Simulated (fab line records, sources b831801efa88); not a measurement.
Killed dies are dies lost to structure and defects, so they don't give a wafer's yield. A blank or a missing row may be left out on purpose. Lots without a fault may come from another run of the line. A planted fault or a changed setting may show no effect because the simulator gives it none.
fab line records | flow gf180mcu
record lots=6 wafers=18 last_day=33
route steps=602 shown V3@439
lots that met no fault: from a run of the same line without faults
start_h: hours from the record's first day to the start of the lot's first wafer shown | wait_h: hours since the lot's step before | " the same as in the row above | L1.1+2: a row that stands for several wafers | - no value, or no start given | * or withheld: withheld | < > ~ a bound
route shown NAME@n: a module of which the file shows steps, and the number in the route of the first | usual: mean/standard deviation of fault-free wafers | same: alike in all rows | chamber/n: place in a boat | sites: the reading at each site | _std_site: their standard deviation | _edge_site: outer sites' mean less inner sites' | radius_mm: how far each site lies from the wafer's centre | mask NAME#n: copy n | behind: the tool/chamber that last shaped the wafer | hold: why the lot was held/for how many hours/how that ended | device: the transistor (n, p or np) that didn't switch | end of line: the same wafers' tests at the end of the route | a step without rows: its recipe alone | killed: dies lost to structure and defects at the first sort, not the wafer's yield | map: a wafer's dies, x killed, . not, _ none there
set.NAME: the setting as run; set.NAME@STEP: as run at that earlier step | model.NAME: the simulator's own value behind a step, which no gauge read
lots at some steps of the route; a table a step, a row a wafer
services: from which hour (start_h, from the record's first day; less than 0 if before it) a tool's chamber was out of use, for how many hours, and why
## steps
# step GF_V3_SOFTBAKE_10
# recipe temp_c=131 time_s=60 resist=KrF
# step GF_V3_EXPOSE_11
# recipe mask_id=Via3 target_cd_nm=260 na=0.68 source_shape=conventional sigma_outer=0.6 dose_mj=38
# step GF_V3_PEB_12
# recipe peb_temp_c=135 peb_time_s=90 resist=KrF
# step GF_V3_DEVELOP_13
# recipe develop_time_s=60 resist=KrF dev_temp_c=21
# step GF_V3_CD_MEAS_14
# recipe target_cd_nm=260
# usual cd_nm=260.0/1.3
# columns lot.wafer tool chamber start_h wait_h cd_nm
L303.2 cd_sem-01 - 527.68 0.1 260.1
L303.3 " - " " 261.8
L303.4 " - " " 262.1
L305.2 cd_sem-01 - 548.77 0.1 258.7
L305.3 " - " " 260.1
L305.4 " - " " 259.4
L307.2 cd_sem-01 - 571.92 0.1 258.4
L307.3 " - " " 259.0
L307.6 " - " " 258.6
L308.1 cd_sem-01 - 577.20 0.1 262.1
L308.2 " - " " 262.3
L308.6 " - " " 262.9
L317.3 cd_sem-01 - 640.65 0.1 260.9
L317.4 " - " " 260.8
L317.6 " - " " 260.3
L318.1 cd_sem-01 - 649.25 0.1 259.2
L318.4 " - " " 259.5
L318.5 " - " " 259.5
# step GF_V3_OVL_MEAS_15
# usual V3_OVL=-2/6.9
# columns lot.wafer tool chamber start_h wait_h V3_OVL[nm]
L303.2 overlay-01 - 527.79 0.1 16
L303.3 " - " " 3
L303.4 " - " " 7
L305.2 overlay-01 - 548.88 0.1 9
L305.3 " - " " -1
L305.4 " - " " 9
L307.2 overlay-02 - 572.03 0.1 7
L307.3 " - " " -4
L307.6 " - " " 5
L308.1 overlay-02 - 577.32 0.1 -3
L308.2 " - " " -1
L308.6 " - " " -6
L317.3 overlay-02 - 640.74 0.1 -1
L317.4 " - " " 5
L317.6 " - " " 1
L318.1 overlay-01 - 649.37 0.1 10
L318.4 " - " " 3
L318.5 " - " " 5
# step GF_V3_ETCH_16
# recipe chemistry=N2/H2 target_depth_a=withheld overetch_a=withheld time_s=withheld target=BARC ion_energy_ev=200 source_w=500 bias_w=100 pressure_mtorr=30 n2_flow_sccm=100 h2_flow_sccm=200
# usual drypump_motor_current_A=5.7/0.53 oes_product_au=0.855/0.0044 throttle_valve_pct=13.225/0.01
# columns lot.wafer tool chamber start_h wait_h drypump_motor_current_A oes_product_au throttle_valve_pct
L303.2 rie_diel-01 0 527.82 0.0 5.6 0.856 13.248
L303.3 " 2 " " 5.3 0.860 13.231
L303.4 " 3 " " 5.6 0.853 13.231
L305.2 rie_diel-02 3 548.91 0.0 6.2 0.849 13.235
L305.3 " 2 " " 5.0 0.856 13.218
L305.4 " 1 " " 6.2 0.853 13.210
L307.2 rie_diel-02 0 572.06 0.0 6.4 0.859 13.233
L307.3 " 1 " " 6.2 0.857 13.212
L307.6 " 2 " " 5.0 0.858 13.210
L308.1 rie_diel-02 2 577.36 0.0 5.0 0.847 13.244
L308.2 " 0 " " 6.4 0.854 13.234
L308.6 " 3 " " 6.2 0.850 13.222
L317.3 rie_diel-02 0 640.77 0.0 6.4 0.858 13.236
L317.4 " 2 " " 5.0 0.856 13.229
L317.6 " 1 " " 6.2 0.849 13.230
L318.1 rie_diel-03 3 649.41 0.0 4.7 0.862 13.228
L318.4 " 0 " " 5.9 0.856 13.231
L318.5 " 3 " " 4.7 0.853 13.213
# step GF_V3_ETCH_17
# recipe chemistry=C4F8/O2/Ar mask_material=KrF target=SiO2 stop_on=TiN source_w=1500 bias_w=1200 pressure_mtorr=40 c4f8_flow_sccm=withheld O2_flow_sccm=6 Ar_flow_sccm=300 time_s=withheld target_depth_a=6350
# usual oes_product_au=0.856/0.0045
# columns lot.wafer tool chamber start_h wait_h oes_product_au
L303.2 rie_diel-01 0 - - 0.850
L303.3 " 2 " " 0.859
L303.4 " 3 " " 0.851
L305.2 rie_diel-02 3 - - 0.857
L305.3 " 2 " " 0.856
L305.4 " 1 " " 0.854
L307.2 rie_diel-02 0 - - 0.849
L307.3 " 1 " " 0.862
L307.6 " 2 " " 0.862
L308.1 rie_diel-02 2 - - 0.862
L308.2 " 0 " " 0.859
L308.6 " 3 " " 0.846
L317.3 rie_diel-02 0 - - 0.854
L317.4 " 2 " " 0.857
L317.6 " 1 " " 0.852
L318.1 rie_diel-03 3 - - 0.856
L318.4 " 0 " " 0.850
L318.5 " 3 " " 0.860
# step GF_V3_STRIP_18
# recipe chemistry=O2/N2 power_w=1400 pressure_mtorr=1500 platen_temp_c=250 o2_flow_sccm=3000 n2_flow_sccm=300 overash_fraction=0.5
# usual drypump_motor_current_A=5.5/0.6 heater_power_w=349/63 oes_product_au=0.592/0.0047
# columns lot.wafer tool chamber start_h wait_h drypump_motor_current_A heater_power_w oes_product_au rf_hours_counter_h
L303.2 plasma_asher-02 1 527.95 - 5.2 398 0.587 42
L303.3 " 1 " " 5.2 398 0.587 -
L303.4 " 0 " " 6.2 276 0.608 -
L305.2 plasma_asher-03 1 549.04 - 4.9 448 0.590 13
L305.3 " 0 " " 5.6 277 0.594 -
L305.4 " 1 " " 4.9 446 0.591 -
L307.2 plasma_asher-04 0 572.19 - 4.8 339 0.596 80
L307.3 " 0 " " 4.7 342 0.588 -
L307.6 " 0 " " 4.7 344 0.594 -
L308.1 plasma_asher-02 0 577.49 - 6.2 279 0.602 47
L308.2 " 1 " " 5.2 390 0.602 47
L308.6 " 1 " " 5.2 394 0.597 -
L317.3 plasma_asher-02 1 640.93 - 5.2 396 0.605 -
L317.4 " 0 " " 6.3 283 0.593 -
L317.6 " 0 " " 6.2 277 0.586 -
L318.1 plasma_asher-02 0 649.54 - 6.2 281 0.583 54
L318.4 " 1 " " 5.2 398 0.584 -
L318.5 " 0 " " 6.2 282 0.598 -
# step GF_V3_STRIP_19
# recipe chemistry=post_etch_residue_remover time_s=1200 temp_c=72.5
# step GF_V3_CLEAN_20
# recipe chemistry=DIW dry=n2_spin
# step GF_V3_SPUTTER_21
# recipe material=Ti target_thk_nm=15 chamber_pressure_pa=5 power_w=2500 substrate_temp_c=200 time_s=80.02
# usual cathode_dc_power_W=2500.0/0.48 chamber_pressure_pa=5.001/0.011 throttle_valve_pct=30.4/1.3
# columns lot.wafer tool chamber start_h wait_h cathode_dc_power_W chamber_pressure_pa throttle_valve_pct
L303.2 pvd_sputter-03 - 528.50 0.0 2500.0 5.002 29.5
L303.3 " - " " 2500.4 5.010 30.2
L303.4 " - " " 2500.3 4.990 30.7
L305.2 pvd_sputter-01 - 549.60 0.0 2500.6 4.996 29.2
L305.3 " - " " 2500.0 5.005 29.2
L305.4 " - " " 2500.4 5.000 32.3
L307.2 pvd_sputter-01 - 572.72 0.0 2500.3 5.005 29.1
L307.3 " - " " 2499.7 4.998 32.2
L307.6 " - " " 2499.6 5.005 31.5
L308.1 pvd_sputter-02 - 578.02 0.0 2500.6 5.018 31.6
L308.2 " - " " 2500.0 5.008 27.7
L308.6 " - " " 2499.5 5.013 27.9
L317.3 pvd_sputter-02 - 641.43 0.0 2500.2 4.995 27.6
L317.4 " - " " 2499.4 4.986 32.0
L317.6 " - " " 2499.7 5.006 31.9
L318.1 pvd_sputter-02 - 650.10 0.0 2499.8 4.997 32.1
L318.4 " - " " 2500.2 4.987 31.2
L318.5 " - " " 2500.4 5.001 31.1
# step GF_V3_SPUTTER_22
# recipe material=TiN target_thk_nm=10 chamber_pressure_pa=5 power_w=4000 time_s=40
# usual cathode_dc_power_W=4000.0/0.73 chamber_pressure_pa=4.999/0.0096 throttle_valve_pct=30.3/1.3
# columns lot.wafer tool chamber start_h wait_h cathode_dc_power_W chamber_pressure_pa throttle_valve_pct
L303.2 pvd_sputter-03 - 528.56 0.0 4000.6 4.997 29.5
L303.3 " - " " 3999.6 5.006 30.4
L303.4 " - " " 4000.2 4.993 30.6
L305.2 pvd_sputter-01 - 549.66 0.0 3999.4 4.994 29.6
L305.3 " - " " 4000.3 5.011 29.5
L305.4 " - " " 3999.2 4.999 31.9
L307.2 pvd_sputter-01 - 572.78 0.0 4000.9 4.997 29.5
L307.3 " - " " 4000.7 4.997 31.9
L307.6 " - " " 3999.1 5.005 31.5
L308.1 pvd_sputter-02 - 578.08 0.0 3998.8 5.004 31.7
L308.2 " - " " 4001.3 5.001 27.6
L308.6 " - " " 3998.9 4.997 27.8
L317.3 pvd_sputter-02 - 641.49 0.0 - - -
L317.4 " - " " - - -
L317.6 " - " " - - -
L318.1 pvd_sputter-02 - 650.16 0.0 - - -
L318.4 " - " " - - -
L318.5 " - " " - - -
# step GF_V3_CVD_23
# recipe material=W target_thk_nm=350 time_s=104.9 temp_c=400 pressure_torr=40
# usual heater_power_w=782/44
# columns lot.wafer tool chamber start_h wait_h heater_power_w
L303.2 cvd_w-02 1 528.60 0.0 808
L303.3 " 1 " " 824
L303.4 " 0 " " 717
L305.2 cvd_w-01 0 549.70 0.0 742
L305.3 " 1 " " 831
L305.4 " 0 " " 759
L307.2 cvd_w-01 1 572.82 0.0 843
L307.3 " 0 " " 761
L307.6 " 0 " " 752
L308.1 cvd_w-02 1 578.12 0.0 807
L308.2 " 0 " " 745
L308.6 " 0 " " 742
L317.3 cvd_w-01 0 641.56 0.1 761
L317.4 " 1 " " 825
L317.6 " 0 " " 746
L318.1 cvd_w-01 1 650.20 0.0 826
L318.4 " 0 " " 735
L318.5 " 0 " " 753
## services
# columns tool chamber start_h hours kind
rie_diel-01 3 510.87 4.7 repair
plasma_asher-04 - 526.06 3.6 repair
rie_diel-02 2 526.42 9.3 repair
plasma_asher-02 - 542.58 3.9 repair
rie_diel-03 2 556.50 - clean
rie_diel-03 2 556.50 24.2 scheduled_down
rie_diel-03 2 556.50 24.2 vent_cycle
rie_diel-01 1 558.42 36.9 repair
rie_diel-01 3 578.19 52.8 repair
rie_diel-01 2 578.69 8.7 repair
cvd_w-02 - 580.45 1.5 repair
rie_diel-02 2 580.97 6.9 repair
rie_diel-01 - 583.00 0.2 repair
plasma_asher-03 - 593.09 0.4 repair
rie_diel-02 2 607.97 2.7 repair
pvd_sputter-02 - 611.47 2.0 repair
rie_diel-03 - 612.76 4.3 pm
rie_diel-03 1 627.04 7.1 repair
plasma_asher-02 - 627.27 12.7 repair
rie_diel-01 3 632.51 14.3 repair
rie_diel-03 3 636.32 4.1 repair
rie_diel-01 2 636.62 2.0 repair
pvd_sputter-03 - 638.29 14.1 repair
plasma_asher-04 - 644.00 4.8 repair
## key
first_sign step=GF_V3_SPUTTER_22 reading=tool_record direction=missing
effect none on later readings
met_at GF_V3_SPUTTER_22
struck_wafers L317.3,L317.4,L317.6,L318.1,L318.4,L318.5
later_rows_left_out L317.3,L317.4,L317.6,L318.1,L318.4,L318.5
sort_left_out L317.3,L317.4,L317.6,L318.1,L318.4,L318.5
onset_between 578.08 641.49
fault kind=skipped_step_whole tool=pvd_sputter-02 chamber=- onset_h=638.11 steps=GF_V3_SPUTTER_22 scope=struck_lots_only
# sort_left_out: the simulated sort isn't trusted on such a fault, so these wafers' sort isn't shown, and their yield isn't known
# later_rows_left_out: the simulator's readings of these wafers behind a module that went badly wrong aren't trusted and aren't shown, but for the sort
